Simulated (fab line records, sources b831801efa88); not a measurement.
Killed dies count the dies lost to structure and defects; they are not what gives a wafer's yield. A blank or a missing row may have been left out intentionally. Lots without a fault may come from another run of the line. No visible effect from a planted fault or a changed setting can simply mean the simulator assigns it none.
Matching of chambers	flow sky130	rieDiel-01 running SKY_POLY_CUT_ETCH_10: 4 sister chambers
The step etches BARC in N2/H2, stops on SiO2, time 45.9 s, target depth 60 nm. 20 wafers are shown with their chamber, then 10 later ones without.

WAFERS, EACH WITH ITS CHAMBER
wafer	chamber	drypumpMotorCurrentA (A)	biasW (W)	throttleValvePct (%)
L077.1	2	4.9	100.3	13.220
L077.5	2	4.9	100.2	13.232
L077.6	1	5.2	100.2	13.214
L078.2	1	5.2	100.3	13.225
L078.3	2	4.9	99.3	13.227
L078.5	0	5.7	100.0	13.222
L081.1	1	5.2	99.4	13.224
L081.3	2	4.9	99.6	13.232
L081.4	0	5.7	99.8	13.216
L082.3	3	5.8	100.2	13.219
L082.5	0	5.7	100.0	13.231
L082.6	3	5.7	100.2	13.230
L088.3	1	5.2	99.1	13.220
L088.4	0	5.7	100.0	13.217
L088.5	3	5.7	100.3	13.227
L090.2	0	5.7	100.0	13.203
L090.3	3	5.7	100.7	13.212
L090.6	2	4.9	99.6	13.223
L092.3	2	4.9	99.6	13.216
L092.4	3	5.7	100.0	13.225

SIGNATURES, as means of the wafers listed above
reading	chamber 0	chamber 1	chamber 2	chamber 3	scatter within a chamber
drypumpMotorCurrentA	5.700	5.200	4.900	5.720	0.0224
biasW	99.960	99.750	99.767	100.280	0.364
throttleValvePct	13.21780	13.22075	13.22500	13.22260	0.00753
Rule: a wafer lies at a distance from a chamber equal to the root of the sum of squares, over the readings, of (its reading less the chamber's mean, divided by the reading's scatter). If the next closest chamber is less than 2 further off than the closest, the wafer can't be placed; otherwise it belongs to the closest. The scatter: the root of (the sum of the squares of (reading less its chamber's mean) over the shown wafers, divided by (wafers less chambers)).

WAFERS MISSING THEIR CHAMBER
wafer	drypumpMotorCurrentA (A)	biasW (W)	throttleValvePct (%)
L092.5	5.7	100.1	13.229
L094.1	4.9	99.6	13.236
L094.5	5.8	99.7	13.218
L094.6	4.9	99.7	13.221
L095.1	5.7	99.8	13.235
L095.3	5.7	100.1	13.223
L095.4	5.2	99.8	13.215
L096.1	5.1	100.1	13.211
L096.2	5.7	100.0	13.221
L096.5	5.7	100.1	13.228

WHICH CHAMBER EACH WENT THROUGH
wafer	from the rows above	in truth
L092.5	can't be placed: 3 or 0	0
L094.1	2	2
L094.5	can't be placed: 3 or 0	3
L094.6	2	2
L095.1	can't be placed: 3 or 0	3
L095.3	can't be placed: 0 or 3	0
L095.4	1	1
L096.1	1	1
L096.2	can't be placed: 0 or 3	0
L096.5	can't be placed: 3 or 0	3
Placed correctly: 4 of 10. Not placeable from these rows: 6 (in 6, the candidates include the true chamber). 0 placed wrongly.
